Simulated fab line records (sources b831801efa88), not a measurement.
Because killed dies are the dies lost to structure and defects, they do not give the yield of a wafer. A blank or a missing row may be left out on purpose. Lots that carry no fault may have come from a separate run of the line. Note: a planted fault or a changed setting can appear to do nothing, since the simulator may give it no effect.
Comparing a struck lot with a sound one | flow sfq_line | 28 out of 325 route steps
Sound: these wafers, L331.2, L331.5, L331.6. Struck: wafers L335.1, L335.4. (L335.6 of the same lot was not struck and is left out.) The cause comes at the end.
Order at every step that has rows: each side's tool, ch and its chambers, its first start. Under that, the readings that differ: sound wafers | struck wafers | difference of the means | sigmas: that difference in standard deviations of wafers without a fault.
alike: same words and numbers on both sides, and readings whose means sit less than 2 such deviations apart. not compared: any withheld reading, any reading some wafer has no value for, any bound like >300 that may hide the same value, and any number with overlapping values for which the record gives no deviation.
Wherever a step has rows on one side only, a row that says differs or no value, or a row with sigmas, the two part there. Numbers that don't overlap but have no deviation are shown without sigmas and don't part them. A reading missing from all wafers of one side parts the sides only when that side holds two or more wafers.

first, 6 steps without rows for these wafers: SFQ_TRILAYER_M1_LITHO_COAT_044 (resist thk 62 nm); SFQ_TRILAYER_M1_LITHO_COAT_039 (resist thk 600 nm); SFQ_TRILAYER_M1_LITHO_SOFTBAKE_043; SFQ_TRILAYER_M1_LITHO_EXPOSE_040 (exposes mask M1, target cd 500 nm); SFQ_TRILAYER_M1_LITHO_PEB_042 (peb time 60 s); SFQ_TRILAYER_M1_LITHO_DEVELOP_041 (time 60 s).
SFQ_M1_OVL_MEAS_911:
  sound on overlay-01 at day 24 21:53; struck on overlay-01 at day 26 19:04
  alike: M1_OVL
then, 1 step without rows for these wafers: SFQ_TRILAYER_M1_BARC_OPEN_METAL_ETCH_054 (etches BARC in O2, target depth 125 nm, time 41.7 s).
SFQ_TRILAYER_M1_ETCH_METAL_ETCH_042: etches Nb in Cl2/Ar, stops on SiO2, target depth 240 nm, time 120 s.
  sound on rie_metal-04 ch 0,1, day 24 21:59; struck on rie_metal-04 ch 1, day 26 19:10
  alike: drypump_motor_current_A, oes_product_au
  not compared: rf_hours_counter_h
SFQ_TRILAYER_M1_STRIP_STRIP_043: strips in O2.
  sound on rie_metal-04 ch 0,1, day 24 22:07; struck on rie_metal-04 ch 1, day 26 19:17
  alike: drypump_motor_current_A, oes_product_au
  not compared: rf_hours_counter_h
then, 2 steps without rows for these wafers: SFQ_TRILAYER_M1_STRIP_SOLV_CLEAN_044 (cleans in NMP, time 600 s); SFQ_TRILAYER_I1_DEP_PECVD_045 (deposits SiO2 from SiH4/N2O, time 111.11 s, target thk 500 nm).
SFQ_TRILAYER_I1_CMP_CMP_046: polishes SiO2.
  sound on cmp-01 ch 0,1,3, day 25 01:40; struck on cmp-01 ch 1,3, day 26 20:09
  reading                                             | sound             | struck      | difference | sigmas
  time_to_endpoint_s (s)                              | 224 221 225       | 201 205     | -20        | -3
  model.SiO2_of_TRILAYER_I1_DEP_PECVD_045.thk_nm (nm) | 200.7 201.5 201.5 | 216.3 215.3 | +14.6      |
  alike: motor_current_A
SFQ_I1_BOW_MEAS_912:
  sound on film_metro-01 at day 25 03:41; struck on film_metro-02 at day 27 01:04
  reading     | sound     | struck | difference                    | sigmas
  I1_BOW (um) | -7 -10 -2 | - -    | no value on the struck wafers |
SFQ_TRILAYER_I1_METRO_MEASURE_047:
  sound on film_metro-01 at day 25 03:59; struck on film_metro-02 at day 27 06:40
  reading     | sound             | struck      | difference | sigmas
  thk_nm (nm) | 200.8 201.4 201.5 | 216.4 215.4 | +14.7      | +16
then, 6 steps without rows for these wafers: SFQ_TRILAYER_I1_VIA_LITHO_COAT_054 (resist thk 62 nm); SFQ_TRILAYER_I1_VIA_LITHO_COAT_049 (resist thk 650 nm); SFQ_TRILAYER_I1_VIA_LITHO_SOFTBAKE_053; SFQ_TRILAYER_I1_VIA_LITHO_EXPOSE_050 (exposes mask I1, target cd 500 nm); SFQ_TRILAYER_I1_VIA_LITHO_PEB_052 (peb time 60 s); SFQ_TRILAYER_I1_VIA_LITHO_DEVELOP_051 (time 60 s).
-- the record jumps here: 5 days lie between the struck wafers' starts before and after --
SFQ_I1_OVL_MEAS_913:
  sound on overlay-02 at day 31 02:26; struck on overlay-02 at day 32 11:26
  alike: I1_OVL
SFQ_TRILAYER_I1_VIA_BARC_OPEN_VIA_ETCH_071: etches BARC in O2, target depth 125 nm, time 41.7 s.
  sound on rie_diel-01 ch 0,1, day 31 02:28; struck on rie_diel-03 ch 1,3, day 32 11:28
  alike: drypump_motor_current_A, oes_product_au
  not compared: rf_hours_counter_h
SFQ_TRILAYER_I1_VIA_ETCH_VIA_ETCH_052: etches SiO2 in CHF3, stops on Nb, target depth 260 nm.
  sound on rie_diel-01 ch 0,1, day 31 02:31; struck on rie_diel-03 ch 1,3, day 32 11:30
  reading                        | sound             | struck      | difference | sigmas
  oes_product_au (a.u.)          | 0.857 0.859 0.863 | 0.891 0.898 | +0.035     | +7
  model.I1.feature_depth_nm (nm) | 200.7 201.5 201.5 | 216.3 215.3 | +14.6      |
  model.etch.depth_nm (nm)       | 200.7 201.5 201.5 | 216.3 215.3 | +14.6      |
  alike: drypump_motor_current_A
SFQ_TRILAYER_I1_VIA_STRIP_STRIP_053: strips in O2.
  sound on rie_metal-02 ch 0,1, day 31 02:37; struck on rie_metal-01 ch 0,1, day 32 11:37
  reading                     | sound       | struck  | difference | sigmas
  drypump_motor_current_A (A) | 6.8 6.4 6.8 | 5.7 5.9 | -0.9       | -2
  alike: oes_product_au
  not compared: rf_hours_counter_h
then, 1 step without rows for these wafers: SFQ_TRILAYER_I1_VIA_STRIP_SOLV_CLEAN_054 (cleans in NMP, time 600 s).
SFQ_TRILAYER_M2_DEP_PRE_CLEAN_056: time 22.5 s.
  sound on pvd_sputter-04 at day 31 03:25; struck on pvd_sputter-05 at day 32 12:23
  reading                                             | sound         | struck      | difference | sigmas
  model.SiO2_of_TRILAYER_I1_DEP_PECVD_045.thk_nm (nm) | 193.2 194 194 | 208.8 207.8 | +14.6      |
SFQ_TRILAYER_M2_DEP_SPUTTER_055: material Nb, target thk 200 nm, time 133.3 s.
  sound on pvd_sputter-04 at day 31 03:26; struck on pvd_sputter-05 at day 32 12:25
  alike: throttle_valve_pct

== WHERE THEY PART ==
At SFQ_TRILAYER_I1_CMP_CMP_046 first; at SFQ_TRILAYER_I1_VIA_STRIP_STRIP_053 last (within this record only). Later steps at which nothing parts them and some readings are alike: SFQ_TRILAYER_M2_DEP_SPUTTER_055.

WHY: what the simulator had put in
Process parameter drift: cmp-01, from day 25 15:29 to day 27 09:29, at SFQ_TRILAYER_I1_CMP_CMP_046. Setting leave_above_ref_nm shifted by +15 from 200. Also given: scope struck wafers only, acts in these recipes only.
